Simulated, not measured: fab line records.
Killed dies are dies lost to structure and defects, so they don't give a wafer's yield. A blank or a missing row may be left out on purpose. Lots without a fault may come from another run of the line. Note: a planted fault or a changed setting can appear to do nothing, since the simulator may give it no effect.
The tool behind it: which one? / flow sky130 / 12 lots with 36 wafers sampled at 3 steps, on a route of 708 steps

== WHAT THE GAUGES READ, wafer by wafer ==
SKY_VIA1_THK_MEAS_23: measures by xrf.
lot=L657; measured=day 34 12:46; on=filmMetro-01; VIA1_W_THK (nm)=275 279 278
lot=L658; measured=day 34 16:02; on=filmMetro-01; VIA1_W_THK (nm)=282 281 281
lot=L659; measured=day 34 21:26; on=filmMetro-02; VIA1_W_THK (nm)=278 276 276
lot=L661; measured=day 35 17:32; on=filmMetro-01; VIA1_W_THK (nm)=275 271 272
lot=L662; measured=day 35 21:59; on=filmMetro-01; VIA1_W_THK (nm)=273 273 275
lot=L665; measured=day 37 06:08; on=filmMetro-02; VIA1_W_THK (nm)=278 277 274
lot=L666; measured=day 37 07:08; on=filmMetro-01; VIA1_W_THK (nm)=279 273 269
lot=L667; measured=day 37 19:25; on=filmMetro-02; VIA1_W_THK (nm)=274 277 279
lot=L674; measured=day 39 20:19; on=filmMetro-01; VIA1_W_THK (nm)=275 272 274
lot=L675; measured=day 39 21:31; on=filmMetro-04; VIA1_W_THK (nm)=274 278 276
lot=L676; measured=day 41 01:55; on=filmMetro-04; VIA1_W_THK (nm)=280 278 280
lot=L679; measured=day 41 12:53; on=filmMetro-01; VIA1_W_THK (nm)=274 272 276

SKY_METAL2_RS_MEAS_05: uses a four-point probe to measure.
lot=L657; measured=day 34 13:16; on=filmMetro-03; METAL2_ALCU_RS (ohm/sq)=0.1268 0.1279 0.1272
lot=L658; measured=day 34 16:32; on=filmMetro-03; METAL2_ALCU_RS (ohm/sq)=0.1254 0.1264 0.1288
lot=L659; measured=day 34 21:56; on=filmMetro-02; METAL2_ALCU_RS (ohm/sq)=0.1273 0.1263 0.1287
lot=L661; measured=day 35 18:02; on=filmMetro-01; METAL2_ALCU_RS (ohm/sq)=0.1260 0.1267 0.1244
lot=L662; measured=day 35 22:31; on=filmMetro-03; METAL2_ALCU_RS (ohm/sq)=0.1288 0.1306 0.1276
lot=L665; measured=day 37 06:40; on=filmMetro-03; METAL2_ALCU_RS (ohm/sq)=0.1264 0.1253 0.1261
lot=L666; measured=day 37 07:38; on=filmMetro-02; METAL2_ALCU_RS (ohm/sq)=0.1267 0.1266 0.1264
lot=L667; measured=day 37 19:55; on=filmMetro-03; METAL2_ALCU_RS (ohm/sq)=0.1269 0.1270 0.1268
lot=L674; measured=day 39 21:02; on=filmMetro-03; METAL2_ALCU_RS (ohm/sq)=0.1263 0.1274 0.1273
lot=L675; measured=day 39 22:01; on=filmMetro-01; METAL2_ALCU_RS (ohm/sq)=0.1262 0.1244 0.1256
lot=L676; measured=day 41 02:26; on=filmMetro-03; METAL2_ALCU_RS (ohm/sq)=0.1255 0.1264 0.1257
lot=L679; measured=day 41 13:23; on=filmMetro-02; METAL2_ALCU_RS (ohm/sq)=0.1281 0.1288 0.1293

== EACH LOT AND THE TOOL THAT RAN IT (in order: tool; ch and the chambers of the sampled wafers; start) ==
lot=L657; SKY_VIA1_CVD_21=cvdW-01 ch 0,1, day 34 12:34
lot=L658; SKY_VIA1_CVD_21=cvdW-02 ch 0,1, day 34 15:50
lot=L659; SKY_VIA1_CVD_21=cvdW-02 ch 0,1, day 34 21:13
lot=L661; SKY_VIA1_CVD_21=cvdW-02 ch 0,1, day 35 17:19
lot=L662; SKY_VIA1_CVD_21=cvdW-01 ch 0,1, day 35 21:47
lot=L665; SKY_VIA1_CVD_21=cvdW-02 ch 0,1, day 37 05:56
lot=L666; SKY_VIA1_CVD_21=cvdW-02 ch 0,1, day 37 06:56
lot=L667; SKY_VIA1_CVD_21=cvdW-02 ch 0,1, day 37 19:13
lot=L674; SKY_VIA1_CVD_21=cvdW-01 ch 1, day 39 20:00
lot=L675; SKY_VIA1_CVD_21=cvdW-02 ch 1, day 39 21:19
lot=L676; SKY_VIA1_CVD_21=cvdW-02 ch 0,1, day 41 01:42
lot=L679; SKY_VIA1_CVD_21=cvdW-02 ch 0,1, day 41 12:40
- SKY_VIA1_CVD_21: deposits W, target thk 270 nm, time 80.902 s.

== AS READ BY THE TOOLS THEMSELVES (means over the sampled wafers that have a number; for cases with no such wafer, the mark the record gives instead) ==
SKY_VIA1_CVD_21.
lot=L657; tool=cvdW-01; chamberPressureTorr (Torr)=40.00; heaterPowerOuterW (W)=572; heaterPowerW (W)=863
lot=L658; tool=cvdW-02; chamberPressureTorr (Torr)=40.00; heaterPowerOuterW (W)=538; heaterPowerW (W)=877
lot=L659; tool=cvdW-02; chamberPressureTorr (Torr)=40.03; heaterPowerOuterW (W)=493; heaterPowerW (W)=797
lot=L661; tool=cvdW-02; chamberPressureTorr (Torr)=39.93; heaterPowerOuterW (W)=491; heaterPowerW (W)=821
lot=L662; tool=cvdW-01; chamberPressureTorr (Torr)=39.99; heaterPowerOuterW (W)=562; heaterPowerW (W)=867
lot=L665; tool=cvdW-02; chamberPressureTorr (Torr)=39.92; heaterPowerOuterW (W)=499; heaterPowerW (W)=820
lot=L666; tool=cvdW-02; chamberPressureTorr (Torr)=40.06; heaterPowerOuterW (W)=496; heaterPowerW (W)=811
lot=L667; tool=cvdW-02; chamberPressureTorr (Torr)=39.96; heaterPowerOuterW (W)=541; heaterPowerW (W)=882
lot=L674; tool=cvdW-01; chamberPressureTorr (Torr)=39.92; heaterPowerOuterW (W)=540; heaterPowerW (W)=881
lot=L675; tool=cvdW-02; chamberPressureTorr (Torr)=39.96; heaterPowerOuterW (W)=456; heaterPowerW (W)=756
lot=L676; tool=cvdW-02; chamberPressureTorr (Torr)=40.04; heaterPowerOuterW (W)=503; heaterPowerW (W)=812
lot=L679; tool=cvdW-02; chamberPressureTorr (Torr)=40.06; heaterPowerOuterW (W)=493; heaterPowerW (W)=830

== THE ANSWER, worked out from the rows above alone ==
Rule: the usual values come from the lots themselves. Put in order of their means at a reading, lots are off if they are a third of the lots or fewer, leave a main group of 4 or more, and stand apart from it by a gap of 3 or more times the standard deviation of the main group's means; of several such gaps the widest counts. Not used: any main group whose means are identical at the precision the tables above print for the reading. A lot without any number at a reading at which 4 lots or more have one is off too. Where the step has rows for the other lots, those lots are counted as sound. First the gauges in route order, then the tools' own readings, where a lot's mean is used as printed above. The first step at which some lot is off is used, and at that step the reading that is off furthest; a lot without a number counts as furthest.
No lot is off on any of the readings shown, so nothing can be concluded from this.

== WHAT THE SIMULATOR HAD INSERTED ==
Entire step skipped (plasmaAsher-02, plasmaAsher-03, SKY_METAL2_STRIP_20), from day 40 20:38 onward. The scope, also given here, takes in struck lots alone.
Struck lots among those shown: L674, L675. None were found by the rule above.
